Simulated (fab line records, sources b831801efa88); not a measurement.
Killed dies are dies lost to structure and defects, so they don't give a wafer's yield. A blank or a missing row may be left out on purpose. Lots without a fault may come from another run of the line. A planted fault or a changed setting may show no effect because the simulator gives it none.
fab line records | flow sky130
record lots=13 wafers=39 last_day=50
route steps=708 shown NWELL@34 PWDE@49 VT_ADJUST_HVTP@92 PAD_OPEN@708
lots that met no fault: from a run of the same line without faults
start_h: hours from the record's first day to the start of the lot's first wafer shown | wait_h: hours since the lot's step before | " the same as in the row above | L1.1+2: a row that stands for several wafers | - no value, or no start given | * or withheld: withheld | < > ~ a bound
route shown NAME@n: a module of which the file shows steps, and the number in the route of the first | usual: mean/standard deviation of fault-free wafers | same: alike in all rows | chamber/n: place in a boat | sites: the reading at each site | _std_site: their standard deviation | _edge_site: outer sites' mean less inner sites' | radius_mm: how far each site lies from the wafer's centre | mask NAME#n: copy n | behind: the tool/chamber that last shaped the wafer | hold: why the lot was held/for how many hours/how that ended | device: the transistor (n, p or np) that didn't switch | end of line: the same wafers' tests at the end of the route | a step without rows: its recipe alone | killed: dies lost to structure and defects at the first sort, not the wafer's yield | map: a wafer's dies, x killed, . not, _ none there
set.NAME: the setting as run; set.NAME@STEP: as run at that earlier step | model.NAME: the simulator's own value behind a step, which no gauge read
steps of the route over a sample of lots; a table a step, a row a wafer
services: from which hour (start_h, from the record's first day; less than 0 if before it) a tool's chamber was out of use, for how many hours, and why
## steps
# step SKY_NWELL_THK_MEAS_02
# recipe reads=SiO2_of_NWELL_OXIDATION_01
# usual NWELL_OXIDATION_THK=10.08/0.18
# columns lot.wafer tool chamber start_h wait_h NWELL_OXIDATION_THK[nm]
L434.1 film_metro-03 - 45.45 0.0 10.31
L434.2 " - " " 10.06
L434.4 " - " " 10.16
L437.1 film_metro-03 - 56.73 0.0 9.95
L437.5 " - " " 10.18
L437.6 " - " " 10.06
L438.4 film_metro-04 - 63.52 0.0 10.21
L438.5 " - " " 10.25
L438.6 " - " " 10.27
L439.1 film_metro-02 - 69.09 0.0 10.19
L439.2 " - " " 10.03
L439.5 " - " " 10.34
L440.2 film_metro-02 - 71.94 0.0 10.07
L440.4 " - " " 9.80
L440.6 " - " " 10.04
L441.1 film_metro-04 - 79.11 0.0 10.10
L441.4 " - " " 10.22
L441.6 " - " " 10.28
L442.4 film_metro-02 - 85.92 0.0 10.35
L442.5 " - " " 10.25
L442.6 " - " " 10.39
L443.2 film_metro-04 - 89.71 0.0 9.98
L443.4 " - " " 10.07
L443.6 " - " " 9.99
L444.2 film_metro-02 - 95.47 0.0 9.87
L444.5 " - " " 9.88
L444.6 " - " " 9.82
L447.1 film_metro-02 - 111.30 0.0 10.38
L447.3 " - " " 10.48
L447.4 " - " " 10.30
L448.2 film_metro-02 - 115.75 0.0 10.30
L448.3 " - " " 10.25
L448.4 " - " " 10.26
L449.1 film_metro-02 - 118.72 0.0 10.05
L449.4 " - " " 9.94
L449.6 " - " " 9.98
L456.2 film_metro-02 - 157.67 0.0 9.92
L456.4 " - " " 10.02
L456.6 " - " " 10.15
# step SKY_PWDE_EXPOSE_04
# recipe mask_id=PWDEM na=0.6 source_shape=conventional sigma_outer=0.6 polarization=unpolarized target_cd_nm=840 dose_mj=214
# columns lot.wafer tool chamber start_h wait_h mask
L434.1+2+4 iline_stepper-01 0 69.42 - PWDEM#0
L437.1+5+6 iline_stepper-01 0 79.83 - PWDEM#0
L438.4+5+6 iline_stepper-02 0 88.14 - PWDEM#0
L439.1+2+5 iline_stepper-02 0 93.07 - PWDEM#0
L440.2+4+6 iline_stepper-02 0 96.44 - PWDEM#0
L441.1+4+6 iline_stepper-02 0 104.91 - PWDEM#0
L442.4+5+6 iline_stepper-02 0 112.07 - PWDEM#0
L443.2+4+6 iline_stepper-02 0 115.82 - PWDEM#0
L444.2+5+6 iline_stepper-01 0 122.40 - PWDEM#0
L447.1+3+4 iline_stepper-02 0 139.26 - DNM#0
L448.2+3+4 iline_stepper-01 0 144.35 - PWDEM#0
L449.1+4+6 iline_stepper-02 0 147.04 - PWDEM#0
L456.2+4+6 iline_stepper-02 0 187.61 - PWDEM#0
# step SKY_PWDE_OVL_MEAS_07
# usual PWDE_OVL=0.4/1.6
# columns lot.wafer tool chamber start_h wait_h PWDE_OVL[nm]
L434.1 overlay-01 - 77.06 - 0.9
L434.2 " - " " 1.5
L434.4 " - " " 1.5
L437.1 overlay-02 - 87.91 - -1.3
L437.5 " - " " -0.7
L437.6 " - " " -2.6
L438.4 overlay-01 - 96.93 - 0.1
L438.5 " - " " 0.7
L438.6 " - " " -0.5
L439.1 overlay-02 - 102.02 - -2.2
L439.2 " - " " -2.7
L439.5 " - " " 0.0
L440.2 overlay-02 - 104.97 - 3.9
L440.4 " - " " 2.2
L440.6 " - " " 1.5
L441.1 overlay-02 - 113.66 - 0.5
L441.4 " - " " 1.4
L441.6 " - " " -0.4
L442.4 overlay-02 - 120.98 - -1.2
L442.5 " - " " -0.1
L442.6 " - " " -2.8
L443.2 overlay-01 - 124.76 - -0.7
L443.4 " - " " -1.7
L443.6 " - " " -2.1
L444.2 overlay-01 - 132.12 - 2.4
L444.5 " - " " 1.3
L444.6 " - " " -0.2
L447.1 overlay-02 - 148.21 - -
L447.3 " - " " -
L447.4 " - " " -
L448.2 overlay-02 - 154.57 - 3.2
L448.3 " - " " 0.9
L448.4 " - " " 2.5
L449.1 overlay-02 - 156.97 - 1.8
L449.4 " - " " -1.1
L449.6 " - " " 1.4
L456.2 overlay-01 - 196.92 - 0.9
L456.4 " - " " 1.6
L456.6 " - " " 3.3
# step SKY_PWDE_TW_MEAS_10
# usual PWDE_TW=375/3.6
# columns lot.wafer tool chamber start_h wait_h PWDE_TW
L434.1 film_metro-04 - 77.35 0.1 367
L434.2 " - " " 369
L434.4 " - " " 366
L437.1 film_metro-02 - 88.19 0.1 374
L437.5 " - " " 375
L437.6 " - " " 373
L438.4 film_metro-03 - 97.23 0.1 379
L438.5 " - " " 378
L438.6 " - " " 378
L439.1 film_metro-03 - 102.30 0.1 377
L439.2 " - " " 376
L439.5 " - " " 377
L440.2 film_metro-03 - 105.26 0.1 379
L440.4 " - " " 379
L440.6 " - " " 377
L441.1 film_metro-02 - 113.94 0.1 373
L441.4 " - " " 374
L441.6 " - " " 373
L442.4 film_metro-02 - 121.27 0.1 376
L442.5 " - " " 375
L442.6 " - " " 374
L443.2 film_metro-02 - 125.05 0.1 374
L443.4 " - " " 375
L443.6 " - " " 374
L444.2 film_metro-03 - 132.41 0.1 379
L444.5 " - " " 377
L444.6 " - " " 376
L447.1 film_metro-04 - 148.49 0.1 30
L447.3 " - " " 30
L447.4 " - " " 30
L448.2 film_metro-03 - 154.86 0.1 378
L448.3 " - " " 379
L448.4 " - " " 378
L449.1 film_metro-03 - 157.25 0.1 378
L449.4 " - " " 381
L449.6 " - " " 381
L456.2 film_metro-03 - 197.21 0.1 378
L456.4 " - " " 379
L456.6 " - " " 378
# step SKY_NWELL_OVL_MEAS_10
# usual NWELL_00_OVL=0.8/1.5
# columns lot.wafer tool chamber start_h wait_h NWELL_00_OVL[nm]
L434.1 overlay-01 - 94.36 - 1.8
L434.2 " - " " -2.0
L434.4 " - " " -1.4
L437.1 overlay-02 - 105.93 - 2.2
L437.5 " - " " 3.4
L437.6 " - " " 3.2
L438.4 overlay-01 - 115.33 - 1.7
L438.5 " - " " 1.2
L438.6 " - " " 2.5
L439.1 overlay-01 - 120.31 - 0.2
L439.2 " - " " 0.7
L439.5 " - " " 2.3
L440.2 overlay-02 - 123.19 - -0.8
L440.4 " - " " -0.7
L440.6 " - " " -0.6
L441.1 overlay-02 - 132.31 - 1.5
L441.4 " - " " 0.1
L441.6 " - " " -1.1
L442.4 overlay-01 - 139.93 - 2.5
L442.5 " - " " 2.7
L442.6 " - " " 2.5
L443.2 overlay-02 - 143.36 - 2.2
L443.4 " - " " 0.7
L443.6 " - " " 2.4
L444.2 overlay-01 - 151.64 - 1.8
L444.5 " - " " 1.4
L444.6 " - " " 1.8
L447.1 overlay-01 - 167.61 - 1.7
L447.3 " - " " 0.1
L447.4 " - " " 1.3
L448.2 overlay-01 - 174.72 - 3.4
L448.3 " - " " 1.8
L448.4 " - " " 1.2
L449.1 overlay-02 - 177.73 - 1.5
L449.4 " - " " 1.6
L449.6 " - " " 3.1
L456.2 overlay-02 - 218.02 - -1.1
L456.4 " - " " -0.2
L456.6 " - " " -0.6
# step SKY_VT_ADJUST_HVTP_CD_MEAS_07
# recipe target_cd_nm=380
# usual cd_nm=380.8/2.4
# columns lot.wafer tool chamber start_h wait_h cd_nm
L434.1 cd_sem-02 - 131.38 0.1 382.7
L434.2 " - " " 381.8
L434.4 " - " " 380.8
L437.1 cd_sem-02 - 143.66 0.1 380.5
L437.5 " - " " 380.9
L437.6 " - " " 381.8
L438.4 cd_sem-01 - 154.74 0.1 386.0
L438.5 " - " " 385.0
L438.6 " - " " 382.7
L439.1 cd_sem-01 - 159.03 0.1 379.9
L439.2 " - " " 380.3
L439.5 " - " " 381.4
L440.2 cd_sem-01 - 163.34 0.1 379.6
L440.4 " - " " 379.7
L440.6 " - " " 377.9
L441.1 cd_sem-01 - 172.61 0.1 380.8
L441.4 " - " " 379.4
L441.6 " - " " 380.1
L442.4 cd_sem-02 - 180.49 0.1 381.1
L442.5 " - " " 380.9
L442.6 " - " " 384.1
L443.2 cd_sem-01 - 184.64 0.1 384.5
L443.4 " - " " 384.4
L443.6 " - " " 385.2
L444.2 cd_sem-02 - 192.84 0.1 381.8
L444.5 " - " " 379.6
L444.6 " - " " 381.4
L447.1 cd_sem-02 - 207.48 0.1 380.3
L447.3 " - " " 378.8
L447.4 " - " " 381.1
L448.2 cd_sem-02 - 216.64 0.1 379.8
L448.3 " - " " 380.7
L448.4 " - " " 383.2
L449.1 cd_sem-01 - 219.63 0.1 382.6
L449.4 " - " " 383.1
L449.6 " - " " 384.7
L456.2 cd_sem-01 - 264.70 0.1 374.5
L456.4 " - " " 377.3
L456.6 " - " " 377.5
# step SKY_PAD_OPEN_PROBE_99
# usual killed_at_M0_to_M3=42/6.8 killed_at_M4_up=3.2/1.8 killed_at_contacts=25/5.4 killed_at_front_end=15/4.5 killed_at_other=0.3/0.56 killed_dies=85/9.7 killed_on_rim=17/3.3 killed_open=46/7.1 killed_short=39/6.5
# same gross_dies=492 killed_at_back_side=0
# columns lot.wafer tool chamber start_h wait_h killed_at_M0_to_M3 killed_at_M4_up killed_at_contacts killed_at_front_end killed_at_other killed_dies killed_on_rim killed_open killed_short
L434.1 prober-02 - 1084.68 0.1 40 2 11 12 0 65 15 35 30
L434.2 prober-02 - 1084.73 0.1 43 2 17 7 1 70 13 40 30
L434.4 prober-02 - 1084.83 0.2 42 5 17 11 0 75 13 37 38
L438.4 prober-02 - 1107.34 0.2 36 6 27 23 0 92 17 47 44
L438.5 prober-02 - 1107.39 0.2 30 4 34 12 1 81 20 48 33
L438.6 prober-02 - 1107.44 0.2 38 0 24 20 1 83 20 50 33
L439.1 prober-01 - 1109.32 0.1 43 1 22 8 0 74 15 40 34
L439.2 prober-01 - 1109.37 0.1 31 4 24 14 1 74 18 42 32
L439.5 prober-01 - 1109.52 0.2 48 3 20 6 0 77 12 44 33
L440.2 prober-02 - 1117.73 0.1 51 8 31 15 0 105 23 60 45
L440.4 prober-02 - 1117.83 0.2 47 3 23 5 0 78 11 40 38
L440.6 prober-02 - 1117.93 0.2 47 7 27 12 0 93 19 54 39
L441.1 prober-01 - 1123.48 0.1 45 3 19 21 0 88 19 46 42
L441.4 prober-01 - 1123.63 0.2 48 1 20 8 0 77 14 37 40
L441.6 prober-01 - 1123.73 0.2 33 4 23 26 1 87 17 39 48
L442.4 prober-02 - 1134.84 0.2 37 5 27 11 0 80 17 47 33
L442.5 prober-02 - 1134.89 0.2 29 4 26 18 1 78 17 45 33
L442.6 prober-02 - 1134.94 0.2 55 2 32 18 1 108 22 60 48
L443.2 prober-01 - 1135.58 0.1 51 6 20 15 0 92 18 57 35
L443.4 prober-01 - 1135.68 0.2 40 3 27 9 1 80 18 44 36
L443.6 prober-01 - 1135.78 0.2 39 5 24 23 1 92 18 40 52
L444.2 prober-02 - 1141.94 0.1 36 4 25 12 1 78 17 48 30
L444.5 prober-02 - 1142.09 0.2 48 7 21 19 0 95 16 47 48
L444.6 prober-02 - 1142.14 0.2 38 1 24 13 0 76 18 45 31
L447.1 prober-01 - 1169.83 0.1 53 5 25 409 0 492 96 48 51
L447.3 prober-01 - 1169.93 0.2 51 4 29 408 0 492 96 50 51
L447.4 prober-01 - 1169.98 0.2 44 1 28 418 1 492 96 50 34
L448.2 prober-01 - 1171.03 0.1 46 2 24 13 0 85 15 46 39
L448.3 prober-01 - 1171.08 0.2 55 1 26 19 0 101 20 55 46
L448.4 prober-01 - 1171.13 0.2 36 3 22 18 0 79 16 38 41
L456.2 prober-01 - 1197.44 0.1 42 1 26 20 1 90 20 54 35
L456.4 prober-01 - 1197.54 0.2 42 0 19 12 1 74 17 34 38
L456.6 prober-01 - 1197.64 0.2 44 2 28 18 0 92 18 57 34
# killed by level:class
L434.1 VIA3:geometric_particle:open=10 VIA1:geometric_particle:open=9 METAL1:geometric_particle:short=8 FIELD_ISO:geometric_particle:short=6 LI_CONTACT:geometric_particle:open=5 VIA2:geometric_particle:open=4 POLY_GATE:geometric_particle:short=3 CONTACT:geometric_particle:open=3
L434.2 VIA1:geometric_particle:open=8 VIA2:geometric_particle:open=7 VIA1:geometric_particle:short=6 CONTACT:geometric_particle:open=5 CONTACT:geometric_particle:short=5 VIA3:geometric_particle:open=5 LI_CONTACT:geometric_particle:open=4 VIA3:geometric_particle:short=4
L434.4 VIA1:geometric_particle:open=8 VIA2:geometric_particle:open=6 CONTACT:geometric_particle:open=5 METAL2:geometric_particle:short=5 VIA3:geometric_particle:open=5 LI_CONTACT:geometric_particle:open=4 LOCAL_INTERCONNECT:geometric_particle:short=4 METAL1:geometric_particle:short=4
L438.4 LI_CONTACT:geometric_particle:open=11 CONTACT:geometric_particle:open=9 METAL2:geometric_particle:short=6 VIA1:geometric_particle:open=6 VIA2:geometric_particle:open=6 FIELD_ISO:geometric_particle:short=5 POLY_GATE:geometric_particle:short=5 METAL3:geometric_particle:short=5
L438.5 LI_CONTACT:geometric_particle:open=18 VIA1:geometric_particle:open=8 LOCAL_INTERCONNECT:geometric_particle:short=6 CONTACT:geometric_particle:open=6 FIELD_ISO:geometric_particle:open=5 METAL1:geometric_particle:short=5 POLY_GATE:geometric_particle:short=4 VIA1:geometric_particle:short=4
L438.6 CONTACT:geometric_particle:short=9 FIELD_ISO:geometric_particle:open=7 VIA1:geometric_particle:open=7 VIA3:geometric_particle:open=7 VIA2:geometric_particle:open=6 CONTACT:geometric_particle:open=5 LI_CONTACT:geometric_particle:open=5 METAL2:geometric_particle:short=5
L439.1 VIA3:geometric_particle:open=14 VIA1:geometric_particle:open=10 CONTACT:geometric_particle:open=8 CONTACT:geometric_particle:short=6 LI_CONTACT:geometric_particle:open=6 VIA2:geometric_particle:short=6 POLY_GATE:geometric_particle:short=5 METAL2:geometric_particle:short=5
L439.2 CONTACT:geometric_particle:open=13 LI_CONTACT:geometric_particle:open=6 VIA1:geometric_particle:short=6 POLY_GATE:geometric_particle:short=5 VIA1:geometric_particle:open=5 FIELD_ISO:geometric_particle:open=4 VIA2:geometric_particle:open=4 VIA3:geometric_particle:open=4
L439.5 VIA1:geometric_particle:open=9 METAL2:geometric_particle:short=8 VIA3:geometric_particle:open=8 CONTACT:geometric_particle:open=7 LI_CONTACT:geometric_particle:open=5 METAL1:geometric_particle:short=5 VIA2:geometric_particle:short=4 VIA2:geometric_particle:open=4
L440.2 VIA1:geometric_particle:open=12 VIA3:geometric_particle:open=12 CONTACT:geometric_particle:open=10 LI_CONTACT:geometric_particle:short=8 LI_CONTACT:geometric_particle:open=7 VIA2:geometric_particle:open=6 METAL1:geometric_particle:short=5 METAL4:geometric_particle:short=5
L440.4 VIA2:geometric_particle:open=9 LI_CONTACT:geometric_particle:open=8 METAL2:geometric_particle:short=8 VIA3:geometric_particle:open=6 CONTACT:geometric_particle:open=6 VIA1:geometric_particle:open=6 LI_CONTACT:geometric_particle:short=4 METAL1:geometric_particle:short=4
L440.6 CONTACT:geometric_particle:open=12 VIA1:geometric_particle:open=12 VIA1:geometric_particle:short=6 METAL2:geometric_particle:short=5 LOCAL_INTERCONNECT:geometric_particle:short=5 METAL1:geometric_particle:short=5 VIA3:geometric_particle:open=5 VIA2:geometric_particle:open=5
L441.1 VIA1:geometric_particle:open=12 VIA1:geometric_particle:short=7 LI_CONTACT:geometric_particle:open=7 VIA2:geometric_particle:open=7 FIELD_ISO:geometric_particle:open=5 FIELD_ISO:geometric_particle:short=5 CONTACT:geometric_particle:open=5 METAL1:geometric_particle:short=5
L441.4 METAL2:geometric_particle:short=11 VIA1:geometric_particle:open=9 CONTACT:geometric_particle:open=8 LI_CONTACT:geometric_particle:open=6 VIA2:geometric_particle:open=6 CONTACT:geometric_particle:short=4 METAL1:geometric_particle:short=4 VIA1:geometric_particle:short=4
L441.6 VIA1:geometric_particle:open=10 POLY_GATE:geometric_particle:short=9 LI_CONTACT:geometric_particle:open=7 VIA1:geometric_particle:short=6 LOCAL_INTERCONNECT:geometric_particle:short=5 CONTACT:geometric_particle:short=5 CONTACT:geometric_particle:open=5 POLY_GATE:geometric_particle:open=4
L442.4 CONTACT:geometric_particle:open=11 VIA1:geometric_particle:open=11 LI_CONTACT:geometric_particle:open=10 VIA1:geometric_particle:short=8 POLY_GATE:geometric_particle:open=4 METAL3:geometric_particle:short=4 METAL1:geometric_particle:short=3 VIA2:geometric_particle:short=3
L442.5 CONTACT:geometric_particle:open=12 POLY_GATE:geometric_particle:open=8 VIA1:geometric_particle:open=7 FIELD_ISO:geometric_particle:short=6 LI_CONTACT:geometric_particle:open=5 CONTACT:geometric_particle:short=4 VIA2:geometric_particle:short=4 VIA2:geometric_particle:open=4
L442.6 CONTACT:geometric_particle:open=15 VIA1:geometric_particle:open=12 LI_CONTACT:geometric_particle:open=8 METAL1:geometric_particle:short=8 VIA2:geometric_particle:open=7 METAL2:geometric_particle:short=5 POLY_GATE:geometric_particle:open=5 POLY_GATE:geometric_particle:short=5
L443.2 VIA1:geometric_particle:open=13 VIA3:geometric_particle:open=11 LI_CONTACT:geometric_particle:open=8 METAL2:geometric_particle:short=6 CONTACT:geometric_particle:open=5 VIA2:geometric_particle:open=5 FIELD_ISO:geometric_particle:open=4 POLY_GATE:geometric_particle:short=4
L443.4 VIA1:geometric_particle:open=10 LI_CONTACT:geometric_particle:open=8 CONTACT:geometric_particle:open=8 VIA3:geometric_particle:open=7 METAL2:geometric_particle:short=7 VIA2:geometric_particle:open=6 LOCAL_INTERCONNECT:geometric_particle:short=4 CONTACT:geometric_particle:short=4
L443.6 POLY_GATE:geometric_particle:short=7 LI_CONTACT:geometric_particle:open=7 VIA3:geometric_particle:open=7 METAL2:geometric_particle:short=6 FIELD_ISO:geometric_particle:short=5 CONTACT:geometric_particle:open=5 VIA1:geometric_particle:short=5 FIELD_ISO:geometric_particle:open=4
L444.2 VIA1:geometric_particle:open=13 CONTACT:geometric_particle:open=10 VIA2:geometric_particle:open=8 LI_CONTACT:geometric_particle:open=5 LOCAL_INTERCONNECT:geometric_particle:short=5 VIA2:geometric_particle:short=4 CONTACT:geometric_particle:short=4 POLY_GATE:geometric_particle:short=3
L444.5 VIA1:geometric_particle:open=15 CONTACT:geometric_particle:open=7 POLY_GATE:geometric_particle:open=6 METAL2:geometric_particle:short=6 FIELD_ISO:geometric_particle:short=5 VIA1:geometric_particle:short=5 VIA3:geometric_particle:short=5 METAL4:geometric_particle:short=5
L444.6 CONTACT:geometric_particle:open=11 VIA3:geometric_particle:open=10 VIA2:geometric_particle:open=8 VIA1:geometric_particle:open=6 CONTACT:geometric_particle:short=5 POLY_GATE:geometric_particle:open=4 LI_CONTACT:geometric_particle:open=4 LOCAL_INTERCONNECT:geometric_particle:short=4
L447.1 PWDE:area_expose=393 VIA1:geometric_particle:open=11 METAL1:geometric_particle:short=10 VIA2:geometric_particle:open=9 VIA1:geometric_particle:short=7 LI_CONTACT:geometric_particle:short=6 CONTACT:geometric_particle:short=6 CONTACT:geometric_particle:open=6
L447.3 PWDE:area_expose=391 VIA1:geometric_particle:open=12 LI_CONTACT:geometric_particle:open=10 VIA2:geometric_particle:open=7 METAL1:geometric_particle:short=6 VIA1:geometric_particle:short=6 METAL2:geometric_particle:short=6 FIELD_ISO:geometric_particle:short=5
L447.4 PWDE:area_expose=408 VIA1:geometric_particle:open=12 CONTACT:geometric_particle:open=10 METAL2:geometric_particle:short=8 LI_CONTACT:geometric_particle:open=7 VIA2:geometric_particle:open=7 VIA3:geometric_particle:open=7 LI_CONTACT:geometric_particle:short=5
L448.2 VIA2:geometric_particle:open=11 METAL1:geometric_particle:short=10 LI_CONTACT:geometric_particle:open=7 VIA1:geometric_particle:open=7 CONTACT:geometric_particle:open=6 VIA3:geometric_particle:open=6 LOCAL_INTERCONNECT:geometric_particle:short=5 CONTACT:geometric_particle:short=5
L448.3 VIA1:geometric_particle:open=14 CONTACT:geometric_particle:open=8 METAL2:geometric_particle:short=7 METAL1:geometric_particle:short=7 LI_CONTACT:geometric_particle:open=6 VIA2:geometric_particle:open=6 VIA3:geometric_particle:open=6 POLY_GATE:geometric_particle:open=5
L448.4 CONTACT:geometric_particle:short=8 VIA2:geometric_particle:open=8 POLY_GATE:geometric_particle:open=6 POLY_GATE:geometric_particle:short=6 CONTACT:geometric_particle:open=6 METAL1:geometric_particle:short=5 VIA1:geometric_particle:short=5 VIA1:geometric_particle:open=5
L456.2 VIA1:geometric_particle:open=14 VIA2:geometric_particle:open=9 CONTACT:geometric_particle:open=8 LI_CONTACT:geometric_particle:open=8 CONTACT:geometric_particle:short=6 METAL1:geometric_particle:short=6 FIELD_ISO:geometric_particle:open=5 POLY_GATE:geometric_particle:short=5
L456.4 VIA1:geometric_particle:open=8 METAL1:geometric_particle:short=6 VIA2:geometric_particle:short=6 FIELD_ISO:geometric_particle:open=5 LI_CONTACT:geometric_particle:open=5 VIA1:geometric_particle:short=5 LI_CONTACT:geometric_particle:short=4 CONTACT:geometric_particle:short=4
L456.6 LI_CONTACT:geometric_particle:open=11 CONTACT:geometric_particle:open=10 VIA3:geometric_particle:open=9 POLY_GATE:geometric_particle:short=7 VIA1:geometric_particle:open=7 VIA1:geometric_particle:short=7 VIA2:geometric_particle:open=5 POLY_GATE:geometric_particle:open=4
## services
# columns tool chamber start_h hours kind
iline_stepper-01 - 82.43 2.1 pm
iline_stepper-01 - 84.52 - consumable_replace:lamp
iline_stepper-01 - 93.98 22.4 repair
iline_stepper-02 - 143.34 1.7 pm
iline_stepper-02 0 158.54 - calibration
## key
first_sign step=SKY_PWDE_EXPOSE_04 reading=mask direction=changed
effect step=SKY_PWDE_OVL_MEAS_07 reading=PWDE_OVL direction=missing
effect step=SKY_PWDE_TW_MEAS_10 reading=PWDE_TW direction=down sigmas=95 usual=375 struck=30
effect step=SKY_PAD_OPEN_PROBE_99 reading=killed_at_front_end direction=up sigmas=88 usual=15 struck=412
more_kills_born_at SKY_PWDE_EXPOSE_04@iline_stepper-02=1192
met_at SKY_PWDE_EXPOSE_04
struck_lots L447
tester_left_out L447
not_acting_at SKY_NWELL_THK_MEAS_02,SKY_NWELL_OVL_MEAS_10,SKY_VT_ADJUST_HVTP_CD_MEAS_07
onset_between 115.82 139.26
fault kind=wrong_mask tool=any chamber=- onset_h=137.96 steps=SKY_PWDE_EXPOSE_04 aux_copy=DNM#0 scope=struck_lots_only
# tester_left_out: of these lots the tester's yield and bins aren't shown, on N5 and GAA mostly nor the transistor test; their killed dies are dies lost to structure and defects alone, not to doping, threshold or leakage, so they don't give the yield
